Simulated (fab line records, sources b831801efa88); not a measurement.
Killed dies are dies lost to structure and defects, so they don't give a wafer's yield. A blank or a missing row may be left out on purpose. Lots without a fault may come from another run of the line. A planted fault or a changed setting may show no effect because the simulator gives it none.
A struck lot beside a sound one | flow sky130 | 17 steps out of a route of 708
Sound: wafers L840.1, L840.2, L840.6. Struck: wafer L845.5. (L845.4 of the same lot was not struck and is left out.) The cause comes at the end.
At each step with rows: each side's tool, then ch and its chambers, then its first start. Under that, the readings that differ: sound wafers | struck wafers | difference of the means | sigmas: that difference in standard deviations of wafers without a fault.
alike: readings whose means differ by less than 2 such deviations, and words and numbers that are the same on both sides. not compared: withheld readings, readings that some wafer has no value for, bounds like >300 that may hide the same value, and numbers for which the record gives no deviation and whose values overlap.
The two part at a step that has a row with sigmas, a row that says differs or no value, or rows on one side only. Numbers that don't overlap but have no deviation are shown without sigmas and don't part them. A reading that every wafer of one side lacks parts them only if that side has two wafers or more.

first, 1 step without rows for these wafers: SKY_VT_ADJUST_NCORE_IMPLANT_09.
SKY_VT_ADJUST_NCORE_STRIP_10: strips in O2/N2.
  sound on plasma_asher-03 ch 0,1, day 10 08:08; struck on plasma_asher-02 ch 1, day 11 18:40
  alike: drypump_motor_current_A, n2_flow_sccm, oes_product_au, strip_time_to_endpoint_s
  not compared: rf_hours_counter_h
SKY_VT_ADJUST_NCORE_TW_MEAS_11:
  sound on film_metro-04, day 10 08:14; struck on film_metro-04, day 11 18:46
  alike: VT_ADJUST_NCORE_TW
then, 7 steps without rows for these wafers: SKY_VT_ADJUST_HVTR_DEHYDRATE_00 (time 60 s); SKY_VT_ADJUST_HVTR_HMDS_01 (prime time 60 s); SKY_VT_ADJUST_HVTR_COAT_02 (resist thk 1140 nm); SKY_VT_ADJUST_HVTR_SOFTBAKE_03 (time 60 s); SKY_VT_ADJUST_HVTR_EXPOSE_04 (exposes mask HVTRM, target cd 380 nm); SKY_VT_ADJUST_HVTR_PEB_05; SKY_VT_ADJUST_HVTR_DEVELOP_06 (develop time 60 s).
SKY_VT_ADJUST_HVTR_CD_MEAS_07: target cd 380 nm.
  sound on cd_sem-02, day 11 07:07; struck on cd_sem-01, day 12 19:05
  reading    | sound             | struck | difference | sigmas
  cd_nm (nm) | 382.4 383.0 379.0 | 375.8  | -5.7       | -2
SKY_VT_ADJUST_HVTR_OVL_MEAS_08:
  sound on overlay-02, day 11 07:14; struck on overlay-02, day 12 19:10
  alike: VT_ADJUST_HVTR_OVL
SKY_VT_ADJUST_HVTR_IMPLANT_09:
  sound on implanter-02 ch 0, day 11 07:17; struck on implanter-01 ch 0, day 12 19:15
  reading                          | sound                      | struck   | difference | sigmas
  beam_on_s (s)                    | 10.16 9.74 9.99            | 8.23     | -1.73      | -9
  end_station_pressure_torr (Torr) | 5.22e-06 5.28e-06 4.81e-06 | 4.52e-06 | -5.83e-07  | -2
  faraday_current_uA               | 11.64 12.15 11.86          | 14.40    | +2.52      | +11
SKY_VT_ADJUST_HVTR_STRIP_10: strips in O2/N2.
  sound on plasma_asher-02 ch 0,1, day 11 07:26; struck on plasma_asher-04 ch 1, day 12 19:22
  alike: drypump_motor_current_A, n2_flow_sccm, oes_product_au, strip_time_to_endpoint_s
  not compared: rf_hours_counter_h
SKY_VT_ADJUST_HVTR_TW_MEAS_11:
  sound on film_metro-01, day 11 07:32; struck on film_metro-02, day 12 19:28
  reading           | sound             | struck | difference | sigmas
  VT_ADJUST_HVTR_TW | 209.7 209.2 208.8 | 197.3  | -11.9      | -12
then, 1 step without rows for these wafers: SKY_VT_ADJUST_PCH_DEHYDRATE_00 (time 60 s).
-- the record jumps here: 36 days lie between the struck wafers' starts before and after (it left off in module VT_ADJUST_PCH and takes up again in module PAD_OPEN, whose first step shown is number 708 of the route) --
SKY_PAD_OPEN_PROBE_99:
  sound on prober-02, day 47 08:05; struck on prober-01, day 48 16:58
  reading                                  | sound                   | struck  | difference | sigmas
  model.etest.pfet_01v8_mvt.drive_ua_um    | 151.2 150.2 150.7       | 146.1   | -4.6       |
  model.etest.pfet_01v8_mvt.off_log10_a_um | -10.64 -10.78 -10.65    | -10.96  | -0.27      |
  model.etest.pfet_01v8_mvt.vt_sat_v (V)   | -0.5583 -0.564 -0.5645  | -0.5807 | -0.0184    |
  model.etest.pfet_01v8_mvt.vt_v (V)       | -0.6432 -0.6485 -0.6492 | -0.6657 | -0.0187    |
  model.etest.pfet_01v8_mvt.vt_long_v (V)  | -0.8517 -0.8566 -0.8534 | -0.8761 | -0.0222    |
  alike: killed_at_M0_to_M3, killed_at_M4_up, killed_at_contacts, killed_at_front_end, killed_at_other, killed_dies, killed_open, killed_short

WHERE THEY PART
First at SKY_VT_ADJUST_HVTR_CD_MEAS_07; last, within this record, at SKY_VT_ADJUST_HVTR_TW_MEAS_11. Later steps at which nothing parts them and some readings are alike: SKY_PAD_OPEN_PROBE_99.

WHY: what the simulator had put in
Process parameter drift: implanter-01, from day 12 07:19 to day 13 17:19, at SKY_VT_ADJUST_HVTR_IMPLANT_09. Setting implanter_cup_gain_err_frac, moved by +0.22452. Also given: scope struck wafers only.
